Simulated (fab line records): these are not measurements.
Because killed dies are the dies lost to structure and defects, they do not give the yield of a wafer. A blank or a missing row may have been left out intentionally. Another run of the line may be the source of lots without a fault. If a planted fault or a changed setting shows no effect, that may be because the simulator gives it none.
fab line records | flow sky130
record lots=5 | wafers=15 | lastDay=50
route steps=708 shown METAL2@490 PAD_OPEN@708
lots that met no fault: from a run of the same line without faults
startH: the number of hours between the record's first day and the start of the first shown wafer of the lot | waitH: hours elapsed since this lot's preceding step | " repeats the value in the row above | L1.1+2: a row that stands for several wafers | - no value, or no start was given | * or withheld: withheld | < > ~ a bound
route shown NAME@n: names a module that has steps shown in the file, with the first one's number in the route | usual: the fault-free wafers' mean and standard deviation | same: alike in all rows | chamber/n: place in a boat | sites: per-site readings | _std_site: standard deviation across them | _edge_site: the outer-site mean with the inner-site mean subtracted | radiusMm: for every site, how far away it sits from the centre of the wafer | mask NAME#n: copy n | behind: tool/chamber where the wafer was last shaped | hold: why the lot went on hold/how many hours it stayed there/how the hold came to an end | device: the n, p or np transistor that did not switch | end of line: the same wafers' tests at the end of the route | step lacking rows: just its recipe | killed: not the wafer's yield, but the dies lost to structure and defects at the first sort | map: a wafer's dies, marking killed ones x, the rest . and places with no die _
set.NAME: setting as actually run; set.NAME@STEP: the setting as run at that earlier step | model.NAME: the simulator's own value behind a step, which no gauge read
lots at some steps of the route; a table a step, a row a wafer
services: from which hour (startH, from the record's first day; less than 0 if before it) a tool's chamber was out of use, for how many hours, and why
## steps
# step SKY_METAL2_DEHYDRATE_07
# recipe tempC=200 | timeS=60
# step SKY_METAL2_HMDS_08
# recipe primeTimeS=60 | primeTempC=120
# step SKY_METAL2_COAT_09
# recipe resist=BARC | tempC=withheld | timeS=withheld | spinRpm=3000 | resistThkNm=60
# step SKY_METAL2_COAT_10
# recipe resist=KrF-thick | spinRpm=3000 | resistThkNm=450
# step SKY_METAL2_SOFTBAKE_11
# recipe tempC=100 | timeS=90 | resist=KrF-thick
# step SKY_METAL2_EXPOSE_12
# recipe maskId=MM2 | na=0.8 | sourceShape=annular | sigmaInner=0.55 | sigmaOuter=0.85 | targetCdNm=140 | doseMj=28
# step SKY_METAL2_PEB_13
# recipe pebTempC=withheld | pebTimeS=withheld | resist=KrF-thick
# step SKY_METAL2_DEVELOP_14
# recipe developTimeS=60 | resist=KrF-thick | devTempC=21
# step SKY_METAL2_CD_MEAS_15
# recipe targetCdNm=140
# usual cdNm=139.8/1.4
lot.wafer | tool     | chamber | startH | waitH | cdNm
L681.2    | cdSem-01 | -       | 864.93 | -     | 140.9
L681.4    | "        | -       | "      | "     | 142.6
L681.6    | "        | -       | "      | "     | 141.1
L682.1    | cdSem-02 | -       | 866.76 | -     | 140.8
L682.4    | "        | -       | "      | "     | 141.0
L682.5    | "        | -       | "      | "     | 140.8
L687.2    | cdSem-01 | -       | 906.22 | -     | 141.6
L687.3    | "        | -       | "      | "     | 140.5
L687.4    | "        | -       | "      | "     | 140.4
L688.3    | cdSem-01 | -       | 912.19 | -     | 140.1
L688.4    | "        | -       | "      | "     | 138.2
L688.6    | "        | -       | "      | "     | 139.4
L698.1    | cdSem-02 | -       | 980.30 | -     | 139.5
L698.4    | "        | -       | "      | "     | 140.2
L698.6    | "        | -       | "      | "     | 139.6
# step SKY_METAL2_OVL_MEAS_16
# usual METAL2_OVL=4/5.5
lot.wafer | tool       | chamber | startH | waitH | METAL2_OVL[nm]
L681.2    | overlay-02 | -       | 865.04 | 0.1   | 11
L681.4    | "          | -       | "      | "     | 10
L681.6    | "          | -       | "      | "     | 8
L682.1    | overlay-01 | -       | 866.88 | 0.1   | 8
L682.4    | "          | -       | "      | "     | 1
L682.5    | "          | -       | "      | "     | 11
L687.2    | overlay-02 | -       | 906.33 | 0.1   | 5
L687.3    | "          | -       | "      | "     | 7
L687.4    | "          | -       | "      | "     | 6
L688.3    | overlay-01 | -       | 912.29 | 0.1   | 5
L688.4    | "          | -       | "      | "     | 10
L688.6    | "          | -       | "      | "     | 12
L698.1    | overlay-01 | -       | 980.42 | 0.1   | 7
L698.4    | "          | -       | "      | "     | 9
L698.6    | "          | -       | "      | "     | 17
# step SKY_METAL2_DESCUM_17
# recipe chemistry=O2 | sourcePowerW=150 | biasPowerW=0 | pressureMtorr=10 | tempC=40 | timeS=8
# usual drypumpMotorCurrentA=5.7/0.55 | oesProductAu=1.001/0.012
lot.wafer | tool        | chamber | startH | waitH | drypumpMotorCurrentA | oesProductAu | rfHoursCounterH
L681.2    | rieMetal-02 | 0       | 865.07 | 0.0   | 6.3                  | 0.991        | 18
L681.4    | "           | 0       | "      | "     | 6.3                  | 0.993        | -
L681.6    | "           | 1       | "      | "     | 5.0                  | 0.988        | -
L682.1    | rieMetal-03 | 0       | 866.92 | 0.0   | 5.4                  | 1.013        | 6
L682.4    | "           | 0       | "      | "     | 5.4                  | 1.015        | -
L682.5    | "           | 0       | "      | "     | 5.4                  | 1.007        | -
L687.2    | rieMetal-03 | 0       | 906.36 | 0.0   | 5.4                  | 1.000        | 8
L687.3    | "           | 1       | "      | "     | 6.5                  | 1.018        | -
L687.4    | "           | 0       | "      | "     | 5.4                  | 1.000        | -
L688.3    | rieMetal-04 | 1       | 912.33 | 0.0   | 5.2                  | 0.991        | -
L688.4    | "           | 1       | "      | "     | 5.2                  | 0.991        | -
L688.6    | "           | 1       | "      | "     | 5.2                  | 0.997        | -
L698.1    | rieMetal-04 | 1       | 980.46 | 0.0   | 5.2                  | 1.002        | 6
L698.4    | "           | 0       | "      | "     | 5.6                  | 1.003        | -
L698.6    | "           | 0       | "      | "     | 5.6                  | 1.004        | -
# step SKY_METAL2_ETCH_18
# recipe chemistry=N2/H2 | target=BARC | ionEnergyEv=200 | biasW=100 | pressureMtorr=30 | n2FlowSccm=100 | h2FlowSccm=200 | icpW=500 | stopOn=SiO2 | timeS=45.9 | targetDepthA=600
# usual biasW=100.0/0.32 | drypumpMotorCurrentA=5.7/0.54 | oesProductAu=0.854/0.0047 | throttleValvePct=13.224/0.0086
lot.wafer | tool        | chamber | startH | waitH | biasW | drypumpMotorCurrentA | oesProductAu | rfHoursCounterH | throttleValvePct
L681.2    | rieMetal-02 | 0       | 865.10 | 0.0   | 99.8  | 6.3                  | 0.859        | 18              | 13.235
L681.4    | "           | 0       | "      | "     | 100.3 | 6.3                  | 0.859        | -               | 13.214
L681.6    | "           | 1       | "      | "     | 100.2 | 5.0                  | 0.851        | -               | 13.225
L682.1    | rieMetal-03 | 0       | 866.95 | 0.0   | 100.1 | 5.4                  | 0.854        | 6               | 13.207
L682.4    | "           | 0       | "      | "     | 99.9  | 5.4                  | 0.851        | -               | 13.219
L682.5    | "           | 0       | "      | "     | 100.2 | 5.4                  | 0.857        | -               | 13.207
L687.2    | rieMetal-03 | 0       | 906.39 | 0.0   | 100.2 | 5.4                  | 0.866        | 8               | 13.232
L687.3    | "           | 1       | "      | "     | 99.4  | 6.5                  | 0.856        | -               | 13.219
L687.4    | "           | 0       | "      | "     | 100.2 | 5.4                  | 0.857        | -               | 13.222
L688.3    | rieMetal-04 | 1       | 912.42 | 0.1   | 99.6  | 5.2                  | 0.857        | -               | 13.216
L688.4    | "           | 1       | "      | "     | 99.4  | 5.2                  | 0.859        | -               | 13.211
L688.6    | "           | 1       | "      | "     | 99.7  | 5.2                  | 0.853        | -               | 13.215
L698.1    | rieMetal-04 | 1       | 980.49 | 0.0   | 99.5  | 5.2                  | 0.848        | 6               | 13.220
L698.4    | "           | 0       | "      | "     | 100.3 | 5.6                  | 0.848        | -               | 13.216
L698.6    | "           | 0       | "      | "     | 100.1 | 5.6                  | 0.845        | -               | 13.211
# step SKY_METAL2_METAL_ETCH_19
# recipe targetDepthA=3600 | stopOn=SiO2 | overEtchFrac=0.3 | timeS=78 | chemistry=Cl2/BCl3 | resistSidewallDeg=88 | pressureMtorr=10 | icpW=900 | biasW=48.5 | Cl2_flow_sccm=60 | bcl3FlowSccm=30
# usual biasW=48.48/0.13 | drypumpMotorCurrentA=5.7/0.55 | oesProductAu=0.855/0.0055 | throttleValvePct=22.264/0.0091
lot.wafer | tool        | chamber | startH | waitH | biasW | drypumpMotorCurrentA | oesProductAu | rfHoursCounterH | throttleValvePct | model.KrF-thick_of_METAL2_COAT_10.thkNm
L681.2    | rieMetal-02 | 0       | 865.17 | 0.0   | 48.61 | 6.3                  | 0.857        | 18              | 22.255           | 161.7
L681.4    | "           | 0       | "      | "     | 48.47 | 6.3                  | 0.854        | -               | 22.265           | 161.6
L681.6    | "           | 1       | "      | "     | 48.48 | 5.0                  | 0.864        | -               | 22.271           | 167.5
L682.1    | rieMetal-03 | 0       | 867.02 | 0.0   | 48.66 | 5.4                  | 0.858        | 6               | 22.269           | 152.4
L682.4    | "           | 0       | "      | "     | 48.53 | 5.4                  | 0.858        | -               | 22.274           | 155.4
L682.5    | "           | 0       | "      | "     | 48.59 | 5.4                  | 0.849        | -               | 22.275           | 154
L687.2    | rieMetal-03 | 0       | 906.46 | 0.0   | 60.32 | 5.4                  | 0.855        | 8               | 22.284           | 132.4
L687.3    | "           | 1       | "      | "     | 48.41 | 6.5                  | 0.860        | -               | 22.279           | 149.8
L687.4    | "           | 0       | "      | "     | 60.18 | 5.4                  | 0.864        | -               | 22.267           | 133.6
L688.3    | rieMetal-04 | 1       | 912.56 | 0.1   | 48.37 | 5.2                  | 0.848        | -               | 22.248           | 163.4
L688.4    | "           | 1       | "      | "     | 48.51 | 5.2                  | 0.853        | -               | 22.270           | 163.7
L688.6    | "           | 1       | "      | "     | 48.56 | 5.2                  | 0.852        | -               | 22.265           | 161
L698.1    | rieMetal-04 | 1       | 980.56 | 0.0   | 48.45 | 5.2                  | 0.849        | 6               | 22.278           | 160.1
L698.4    | "           | 0       | "      | "     | 48.61 | 5.6                  | 0.852        | -               | 22.271           | 158.5
L698.6    | "           | 0       | "      | "     | 48.54 | 5.6                  | 0.852        | -               | 22.258           | 157
# step SKY_METAL2_STRIP_20
# recipe chemistry=O2/N2 | powerW=1400 | pressureMtorr=1500 | platenTempC=withheld | o2FlowSccm=3000 | n2FlowSccm=300 | overashFraction=0.5
# usual drypumpMotorCurrentA=5.6/0.59 | oesProductAu=0.343/0.005 | stripTimeToEndpointS=2.69/0.054
lot.wafer | tool           | chamber | startH | waitH | drypumpMotorCurrentA | oesProductAu | rfHoursCounterH | stripTimeToEndpointS
L681.2    | plasmaAsher-02 | 0       | 865.26 | 0.1   | 5.5                  | 0.344        | 12              | 2.73
L681.4    | "              | 0       | "      | "     | 5.5                  | 0.349        | -               | 2.74
L681.6    | "              | 1       | "      | "     | 6.7                  | 0.340        | -               | 2.80
L682.1    | plasmaAsher-01 | 0       | 867.11 | 0.1   | 5.4                  | 0.348        | 106             | 2.62
L682.4    | "              | 0       | "      | "     | 5.4                  | 0.340        | -               | 2.67
L682.5    | "              | 0       | "      | "     | 5.4                  | 0.337        | -               | 2.63
L687.2    | plasmaAsher-02 | 1       | 906.55 | 0.1   | 6.7                  | 0.338        | 16              | 2.39
L687.3    | "              | 1       | "      | "     | 6.7                  | 0.337        | -               | 2.59
L687.4    | "              | 0       | "      | "     | 5.5                  | 0.331        | -               | 2.42
L688.3    | plasmaAsher-02 | 0       | 912.71 | 0.1   | 5.5                  | 0.352        | -               | 2.77
L688.4    | "              | 1       | "      | "     | 6.7                  | 0.341        | -               | 2.76
L688.6    | "              | 0       | "      | "     | 5.5                  | 0.338        | -               | 2.73
L698.1    | plasmaAsher-02 | 1       | 980.65 | 0.1   | 6.7                  | 0.341        | 24              | 2.71
L698.4    | "              | 1       | "      | "     | 6.7                  | 0.349        | -               | 2.69
L698.6    | "              | 0       | "      | "     | 5.5                  | 0.338        | -               | 2.68
# step SKY_METAL2_STRIP_21
# recipe chemistry=postEtchResidueRemover | timeS=1200 | tempC=72.5
# step SKY_PAD_OPEN_PROBE_99
# usual defectLimitedYield=82.4/2 | killed_at_M0_to_M3=44/7.9 | killed_at_M4_up=3.1/2 | killedAtContacts=23/4.9 | killedAtFrontEnd=15/3.9 | killedAtOther=0.2/0.49 | killedDies=86/10 | killedOpen=47/7.1 | killedShort=39/7.1 | sort_bin_3_pad_short=0.9/0.41 | sort_bin_5_function=10.4/1.5 | sort_bin_6_memory=6.3/1 | sortNPass=406/10 | sortYieldPct=82.4/2
# same grossDies=492 | killedAtBackSide=0 | sort_bin_4_leakage[%]=0 | sort_bin_8_speed[%]=0
lot.wafer | tool      | chamber | startH  | waitH | defectLimitedYield[%] | killed_at_M0_to_M3 | killed_at_M4_up | killedAtContacts | killedAtFrontEnd | killedAtOther | killedDies | killedOpen | killedShort | sort_bin_3_pad_short[%] | sort_bin_5_function[%] | sort_bin_6_memory[%] | sortNPass | sortYieldPct[%]
L681.2    | prober-01 | -       | 1110.49 | 0.1   | 82.9                  | 39                 | 3               | 28               | 14               | 0             | 84         | 33         | 50          | 1.2                     | 10.8                   | 5.1                  | 408       | 82.9
L681.4    | prober-01 | -       | 1110.59 | 0.2   | 84.1                  | 33                 | 4               | 22               | 19               | 0             | 78         | 37         | 39          | 0.2                     | 10.0                   | 5.7                  | 414       | 84.1
L681.6    | prober-01 | -       | 1110.69 | 0.2   | 85.0                  | 31                 | 0               | 24               | 18               | 1             | 74         | 33         | 41          | 0.8                     | 8.5                    | 5.7                  | 418       | 85.0
L682.1    | prober-02 | -       | 1111.42 | 0.1   | 79.3                  | 52                 | 4               | 30               | 16               | 0             | 102        | 65         | 37          | 0.6                     | 12.0                   | 8.1                  | 390       | 79.3
L682.4    | prober-02 | -       | 1111.57 | 0.2   | 80.7                  | 53                 | 3               | 30               | 9                | 0             | 95         | 53         | 42          | 0.6                     | 12.2                   | 6.5                  | 397       | 80.7
L682.5    | prober-02 | -       | 1111.62 | 0.2   | 84.3                  | 43                 | 1               | 18               | 15               | 0             | 77         | 48         | 29          | 0.6                     | 9.6                    | 5.5                  | 415       | 84.3
L687.2    | prober-01 | -       | 1142.87 | 0.1   | 84.6                  | 35                 | 2               | 29               | 10               | 0             | 76         | 48         | 27          | 1.4                     | 7.9                    | 6.1                  | 416       | 84.6
L687.3    | prober-01 | -       | 1142.92 | 0.2   | 83.1                  | 34                 | 2               | 28               | 17               | 2             | 83         | 45         | 38          | 0.2                     | 11.6                   | 5.1                  | 409       | 83.1
L687.4    | prober-01 | -       | 1142.97 | 0.2   | 83.9                  | 38                 | 5               | 13               | 22               | 1             | 79         | 40         | 37          | 1.0                     | 8.9                    | 6.1                  | 413       | 83.9
L698.1    | prober-02 | -       | 1195.55 | 0.1   | 81.7                  | 47                 | 6               | 18               | 19               | 0             | 90         | 52         | 38          | 1.4                     | 10.6                   | 6.3                  | 402       | 81.7
L698.4    | prober-02 | -       | 1195.70 | 0.2   | 83.7                  | 36                 | 2               | 27               | 14               | 1             | 80         | 44         | 36          | 1.0                     | 9.3                    | 5.9                  | 412       | 83.7
L698.6    | prober-02 | -       | 1195.80 | 0.2   | 82.1                  | 47                 | 5               | 20               | 16               | 0             | 88         | 51         | 37          | 0.8                     | 10.6                   | 6.5                  | 404       | 82.1
# killed by level:class
L681.2 LOCAL_INTERCONNECT:geometricParticle:short=10 METAL2:geometricParticle:short=7 CONTACT:geometricParticle:short=6 CONTACT:geometricParticle:open=6 VIA1:geometricParticle:open=5 VIA1:geometricParticle:short=5 VIA2:geometricParticle:short=5 FIELD_ISO:geometricParticle:open=4
L681.4 VIA1:geometricParticle:open=9 CONTACT:geometricParticle:open=8 POLY_GATE:geometricParticle:short=6 VIA1:geometricParticle:short=6 METAL2:geometricParticle:short=5 SPACER:geometricParticle:open=4 LI_CONTACT:geometricParticle:open=4 LOCAL_INTERCONNECT:geometricParticle:short=4
L681.6 VIA1:geometricParticle:open=10 LOCAL_INTERCONNECT:geometricParticle:short=9 CONTACT:geometricParticle:short=8 FIELD_ISO:geometricParticle:short=6 CONTACT:geometricParticle:open=6 METAL2:geometricParticle:short=5 VIA3:geometricParticle:open=5 SPACER:geometricParticle:short=4
L682.1 VIA1:geometricParticle:open=12 CONTACT:geometricParticle:open=11 VIA3:geometricParticle:open=10 VIA2:geometricParticle:open=8 LI_CONTACT:geometricParticle:open=6 VIA2:geometricParticle:short=6 FIELD_ISO:geometricParticle:open=5 LOCAL_INTERCONNECT:geometricParticle:short=5
L682.4 CONTACT:geometricParticle:open=14 VIA1:geometricParticle:open=11 VIA3:geometricParticle:open=9 METAL2:geometricParticle:short=7 VIA1:geometricParticle:short=6 LI_CONTACT:geometricParticle:open=5 LOCAL_INTERCONNECT:geometricParticle:short=5 CONTACT:geometricParticle:short=5
L682.5 VIA1:geometricParticle:open=13 CONTACT:geometricParticle:open=10 VIA3:geometricParticle:open=6 LI_CONTACT:geometricParticle:open=5 METAL2:geometricParticle:short=5 VIA2:geometricParticle:open=5 FIELD_ISO:geometricParticle:short=4 FIELD_ISO:geometricParticle:open=4
L687.2 CONTACT:geometricParticle:open=14 VIA2:geometricParticle:open=9 VIA1:geometricParticle:open=8 VIA3:geometricParticle:open=6 FIELD_ISO:geometricParticle:open=5 LI_CONTACT:geometricParticle:open=5 CONTACT:geometricParticle:short=5 LOCAL_INTERCONNECT:geometricParticle:short=3
L687.3 VIA1:geometricParticle:open=10 LI_CONTACT:geometricParticle:open=7 CONTACT:geometricParticle:open=7 LI_CONTACT:geometricParticle:short=6 FIELD_ISO:geometricParticle:open=5 LOCAL_INTERCONNECT:geometricParticle:short=5 VIA2:geometricParticle:short=5 VIA2:geometricParticle:open=4
L687.4 VIA1:geometricParticle:open=9 FIELD_ISO:geometricParticle:open=7 FIELD_ISO:geometricParticle:short=6 VIA2:geometricParticle:open=6 LI_CONTACT:geometricParticle:open=5 METAL1:geometricParticle:short=5 METAL4:geometricParticle:short=5 CONTACT:geometricParticle:open=4
L698.1 VIA3:geometricParticle:open=10 VIA1:geometricParticle:open=9 VIA2:geometricParticle:open=7 VIA1:geometricParticle:short=6 METAL3:geometricParticle:open=6 FIELD_ISO:geometricParticle:open=5 LOCAL_INTERCONNECT:geometricParticle:short=5 CONTACT:geometricParticle:short=5
L698.4 CONTACT:geometricParticle:open=12 VIA1:geometricParticle:open=7 METAL1:geometricParticle:short=6 FIELD_ISO:geometricParticle:open=5 CONTACT:geometricParticle:short=5 METAL3:geometricParticle:short=5 METAL2:geometricParticle:short=5 VIA2:geometricParticle:open=5
L698.6 FIELD_ISO:geometricParticle:open=10 VIA1:geometricParticle:open=9 VIA2:geometricParticle:open=8 LI_CONTACT:geometricParticle:open=7 VIA3:geometricParticle:open=7 METAL2:geometricParticle:short=6 METAL3:geometricParticle:short=6 CONTACT:geometricParticle:open=5
## services
tool           | chamber | startH | hours | kind
plasmaAsher-01 | -       | 852.59 | 2.1   | repair
rieMetal-04    | 1       | 874.65 | -     | clean
rieMetal-04    | 1       | 874.65 | 17.0  | scheduledDown
rieMetal-04    | 1       | 874.65 | 17.0  | ventCycle
rieMetal-02    | 0       | 885.34 | -     | clean
rieMetal-02    | 0       | 885.34 | 13.5  | scheduledDown
rieMetal-02    | 0       | 885.34 | 13.5  | ventCycle
rieMetal-04    | 0       | 904.65 | -     | clean
rieMetal-04    | 0       | 904.65 | 23.5  | scheduledDown
rieMetal-04    | 0       | 904.65 | 23.5  | ventCycle
plasmaAsher-01 | -       | 906.77 | 7.5   | repair
plasmaAsher-01 | -       | 939.32 | 2.8   | pm
rieMetal-02    | -       | 949.20 | 0.2   | repair
rieMetal-02    | 0       | 963.72 | 2.1   | repair
## key
firstSign step=SKY_METAL2_METAL_ETCH_19 | reading=biasW | direction=up | sigmas=90 | usual=48.48 | struck=60.25
effect step=SKY_METAL2_STRIP_20 | reading=stripTimeToEndpointS | direction=down | sigmas=5.2 | usual=* | struck=*
modelEffect step=SKY_METAL2_METAL_ETCH_19 | value=KrF-thick_of_METAL2_COAT_10.thkNm | without=155.8 | struck=133
metAt SKY_METAL2_METAL_ETCH_19
struckWafers L687.2,L687.4
onsetBetween 867.02 906.46
fault kind=processParameterDrift | tool=rieMetal-03 | chamber=0 | onsetH=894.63 | steps=SKY_METAL2_METAL_ETCH_19 | channel=biasW | offset=11.588 | shape=step | endH=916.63 | actsIn=theseRecipesOnly | stated=48.5
